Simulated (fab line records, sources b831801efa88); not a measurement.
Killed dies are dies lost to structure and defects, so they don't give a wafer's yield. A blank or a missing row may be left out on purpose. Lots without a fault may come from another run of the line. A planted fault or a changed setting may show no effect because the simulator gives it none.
Which tool did it? | flow sky130 | 11 lots, 33 wafers sampled, at 2 steps of a route of 708

WHAT THE GAUGES READ, wafer by wafer
SKY_NWELL_OVL_MEAS_23.
lot  | measured     | on         | NWELL_01_OVL (nm)
L392 | day 5 17:32  | overlay-01 | -0.6 -0.1 -1.0
L393 | day 6 07:54  | overlay-01 | -0.4 0.1 -0.6
L394 | day 6 08:06  | overlay-02 | -1.2 -3.0 -3.3
L397 | day 7 00:38  | overlay-02 | -2.5 -1.7 -3.1
L398 | day 7 02:22  | overlay-01 | -3.7 -2.9 -2.3
L399 | day 7 11:28  | overlay-02 | -0.5 -1.9 -1.1
L405 | day 8 19:46  | overlay-01 | -2.4 -3.3 -1.0
L407 | day 9 11:32  | overlay-01 | 0.9 -2.1 -0.5
L408 | day 9 17:37  | overlay-02 | -1.0 0.0 -0.7
L409 | day 9 21:34  | overlay-02 | -1.9 1.2 2.5
L413 | day 10 21:32 | overlay-02 | -0.9 -1.8 -2.2

WHICH TOOL RAN EACH LOT (tool, then ch and the chambers of the sampled wafers, then the start)
lot  | SKY_FIELD_ISO_CMP_27
L392 | cmp-02 ch 0,1,2, day 2 16:58
L393 | cmp-02 ch 0,2,3, day 2 19:32
L394 | cmp-02 ch 0,1, day 3 02:03
L397 | cmp-02 ch 0,2,3, day 3 17:56
L398 | cmp-01 ch 0,2, day 3 23:52
L399 | cmp-02 ch 1,2,3, day 4 04:22
L405 | cmp-02 ch 0,2,3, day 5 09:58
L407 | cmp-01 ch 2,3, day 5 21:57
L408 | cmp-01 ch 0,1, day 6 01:32
L409 | cmp-01 ch 0,2,3, day 6 05:55
L413 | cmp-01 ch 0,3, day 7 03:40
- SKY_FIELD_ISO_CMP_27: polishes, stops on Si3N4, t overpolish 16 s, target thk 457.8 nm.

WHAT THE TOOLS THEMSELVES READ (means of the sampled wafers that have a number; where no wafer has one, the mark that the record gives instead)
SKY_FIELD_ISO_CMP_27.
lot  | tool   | motor_current_A (A) | overpolish_run_s (s) | retaining_ring_pressure_frac | time_to_endpoint_s (s)
L392 | cmp-02 | 12.3                | 16.002               | 0.999                        | 108
L393 | cmp-02 | 12.5                | 15.987               | 0.999                        | 116
L394 | cmp-02 | 12.4                | 15.995               | 1.003                        | 113
L397 | cmp-02 | 12.8                | 15.993               | 0.998                        | 114
L398 | cmp-01 | 10.2                | 16.003               | 1.002                        | 115
L399 | cmp-02 | 12.9                | 16.007               | 1.000                        | 111
L405 | cmp-02 | 12.5                | 15.991               | 1.005                        | 115
L407 | cmp-01 | 11.2                | 16.002               | 1.001                        | 109
L408 | cmp-01 | 11.5                | 16.001               | 1.003                        | 120
L409 | cmp-01 | 11.3                | 15.998               | 1.002                        | 114
L413 | cmp-01 | 12.2                | 15.996               | 1.002                        | 114

THE ANSWER, worked out from the rows above alone
Rule: what is usual is taken from the lots themselves. Put in order of their means at a reading, lots are off if they are a third of the lots or fewer, leave a main group of 4 or more, and stand apart from it by a gap of 3 or more times the standard deviation of the main group's means; of several such gaps the widest counts. A main group whose means are all the same, to the digits that the tables above print for the reading, isn't used. A lot without any number at a reading at which 4 lots or more have one is off too. The other lots that the step has rows for count as sound. The gauges are gone through in route order, then the tools' own readings, and for those a lot's mean is taken as printed above. The first step at which some lot is off is used, and at that step the reading that is off furthest; a lot without a number counts as furthest.
No lot is off at any reading shown: from this, nothing can be told.

WHAT THE SIMULATOR HAD PUT IN
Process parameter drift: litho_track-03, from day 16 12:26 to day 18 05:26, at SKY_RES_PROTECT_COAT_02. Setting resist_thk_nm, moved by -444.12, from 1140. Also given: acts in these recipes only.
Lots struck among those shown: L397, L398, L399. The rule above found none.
